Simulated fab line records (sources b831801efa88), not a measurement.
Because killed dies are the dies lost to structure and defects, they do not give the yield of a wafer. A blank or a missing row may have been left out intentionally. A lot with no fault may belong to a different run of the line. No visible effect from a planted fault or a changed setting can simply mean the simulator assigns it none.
8D (eight disciplines) problem report, filled in by code + flow sky130 + the parts of the form that need people (team, actions taken, sign-off) are left out

== 1. THE PROBLEM ==
Across 2 wafers from 2 lots, CONTACT_CVD_00_THK at SKY_CONTACT_THK_MEAS_01 averages 40.0 nm, while fault-free wafers read 74.8 nm with a standard deviation of 0.92. That puts it -38 standard deviations away from the usual mean.
Earliest sighting: wafer L490.3 on film metro-04 at day 31 18:02. Wafers with a number at this step in the record: 35, from 12 lots. Rule for "out" (also "out of limits"): further than 4 standard deviations from the usual mean. The rest of the wafers with a number are treated as sound.

== 2. WHAT IT IS, WHAT IT ISN'T ==
| question                    | is                           | is not                                                                                                              |
|-----------------------------|------------------------------|---------------------------------------------------------------------------------------------------------------------|
| which readings at this step | CONTACT_CVD_00_THK           | -                                                                                                                   |
| which lots                  | L490, L495                   | L487, L488, L499, L502, L503, L504, L505, L506, L508, L509                                                          |
| which wafers of those lots  | L490.3, L495.3               | L490.2, L490.4, L495.1                                                                                              |
| read on which gauges        | film metro-01, film metro-04 | film metro-02                                                                                                       |
| when                        | from day 31 18:02            | up to then (8 sound wafers); but 25 sound wafers of L495, L499, L502, L503, L504, L505, L506, L508, L509 came after |

== 3. SUSPECTS, AND WHAT RULES EACH OUT ==
Counting: a tool at a process step up to the reading stays a suspect if it ran every lot that is out. Sound lots after the first of them don't rule it out here, since some wafers of a struck lot are sound.
- the gauge at SKY_CONTACT_THK_MEAS_01 is ruled out. The wafers that are out were read on 2 gauges (film metro-01, film metro-04).
- pecvd-04 at SKY_CONTACT_CVD_00 (deposits Si3N4, target thk 75 nm): kept. It ran every lot that is out, first L490 (day 31 18:00); its last sound lot up to then is L488 (day 31 07:25).
After counting, what remains is pecvd-04 at SKY_CONTACT_CVD_00.

== 4. THE CAUSE (what the simulator had put in) ==
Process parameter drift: pecvd-04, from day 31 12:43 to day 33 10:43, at SKY_CONTACT_CVD_00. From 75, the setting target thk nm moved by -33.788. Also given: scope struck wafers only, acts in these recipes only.
Only this tool survived the counting.

== 5. THE EFFECT CHAIN, in route order ==
Rows list readings where the struck wafers' mean (over those with a number) sits beyond 3 standard deviations from the usual. Scope: only readings with a usual standard deviation given in the record; hours: median across lots of the time from each lot's start at the first step in this table that gives one to its start at this step; sigmas: change in usual standard deviations.
| hours | step                    | reading            | usual      | on struck wafers | change | sigmas |
|-------|-------------------------|--------------------|------------|------------------|--------|--------|
| 0     | SKY_CONTACT_THK_MEAS_01 | CONTACT_CVD_00_THK | 74.8 nm    | 40.0             | -34.8  | -38    |
| -     | SKY_CONTACT_ETCH_18     | oes product au     | 0.854 a.u. | 0.628            | -0.226 | -32    |
| -     | SKY_CONTACT_ETCH_18     | throttle valve pct | 8.792 %    | 8.733            | -0.059 | -6.7   |
Its process steps:
- SKY_CONTACT_ETCH_18: etches Si3N4 in CHF3/O2, stops on TiN, time 39 s, target depth 75 nm.
Later steps that measure or inspect, where all struck wafers having a row at the step show a number for every such reading and not one has moved that far: SKY_METAL1_CD_MEAS_15.

== 6. WHAT WOULD HAVE CAUGHT IT SOONER ==
In this record the first reading out of limits at a measuring or inspecting step was taken at day 31 18:02, 5 hours after the fault began at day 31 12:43.
Of the tool readings at SKY_CONTACT_CVD_00 for which the record gives a usual standard deviation, none was out on any struck wafer, so an alarm limit of 4 standard deviations on them would not have fired.
Of the lots that are out (2), L495 began SKY_CONTACT_CVD_00 on pecvd-04 after day 31 18:02. It would have been spared by a hold on the tool at that moment.
